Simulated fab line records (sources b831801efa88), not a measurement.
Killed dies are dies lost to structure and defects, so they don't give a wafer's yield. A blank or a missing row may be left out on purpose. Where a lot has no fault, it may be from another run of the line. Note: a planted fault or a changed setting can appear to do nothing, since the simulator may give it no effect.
8D (eight disciplines) problem report, filled in by code | flow sky130 | the parts of the form that need people (team, actions taken, sign-off) are left out

## 1. WHAT WENT WRONG
Mean of killed at front end at SKY_PAD_OPEN_PROBE_99: 54 across 6 wafers in 2 lots; on wafers with no fault it is 15 (standard deviation 4.4). Relative to the usual mean, that is a shift of +8.9 standard deviations.
First seen on wafer L184.1, day 47 23:09, on prober-02. The record has a number at this step for 18 wafers belonging to 6 lots. Rule for "out" (also "out of limits"): further than 4 standard deviations from the usual mean. Any other wafer with a number is counted as sound.

## 2. WHAT IT IS, AND WHAT IT ISN'T
question                    | is                     | is not
which readings at this step | killed at front end    | killed_at_M4_up, killed at contacts, killed at other, killed short
which lots                  | L183, L184             | L180, L189, L193, L194
which wafers of those lots  | all that have a number | -
read on which tools         | prober-02              | prober-01
when                        | from day 47 23:09      | up to then (3 sound wafers); but 9 sound wafers of L189, L193, L194 came after

## 3. SUSPECTS, AND WHAT RULES EACH OUT
Counting: a tool stays on the suspect list if, at a process step up to the reading, it processed all lots that are out and no sound lot following the first of them.
- rie si-02 at SKY_FIELD_ISO_ETCH_17 (etches Si in HBr/Cl2/O2, target depth 342 nm, time 97.7 s): kept. It processed each lot that is out, first L183 at day 4 05:12, and no sound lot thereafter; up to then, the last sound lot it processed was L180 at day 3 19:35.
- prober-02 at SKY_PAD_OPEN_PROBE_99: ruled out as a lasting fault. After its first lot that is out, L184 (day 47 23:09), sound lots L189, L193 ran on it.
Left after counting: rie si-02 at SKY_FIELD_ISO_ETCH_17.

## 4. THE CAUSE (what the simulator had put in)
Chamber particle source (rie si-02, SKY_FIELD_ISO_ETCH_17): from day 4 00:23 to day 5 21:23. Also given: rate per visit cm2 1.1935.
The count eliminated every tool but this one.

## 5. THE EFFECT CHAIN, in route order
Each row: a reading whose mean over the struck wafers that have a number lies more than 3 standard deviations from the usual. Only readings for which the record gives a usual standard deviation are gone through. hours: the time from each lot's start at the first step in this table that gives one to its start at this step, as a median over the lots. sigmas: the change in usual standard deviations.
hours | step                  | reading             | usual | on struck wafers | change | sigmas
0     | SKY_PAD_OPEN_PROBE_99 | killed at front end | 15    | 54               | +39    | +8.9
0     | SKY_PAD_OPEN_PROBE_99 | killed dies         | 85    | 117              | +32    | +3.4
It contains these process steps:
- SKY_PAD_OPEN_PROBE_99

## 6. HOW IT WOULD HAVE BEEN CAUGHT EARLIER
1055 hours passed between the start of the fault at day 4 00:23 and the first reading out of limits in this record, taken at day 47 23:09.
Of the tool readings at SKY_FIELD_ISO_ETCH_17 for which the record gives a usual standard deviation, none was out on any struck wafer, so an alarm limit of 4 standard deviations on them would not have fired.
Each of the lots that are out, 2 in all, had begun SKY_FIELD_ISO_ETCH_17 on rie si-02 no later than day 47 23:09. Tool hold at that time: it would have spared none of them.
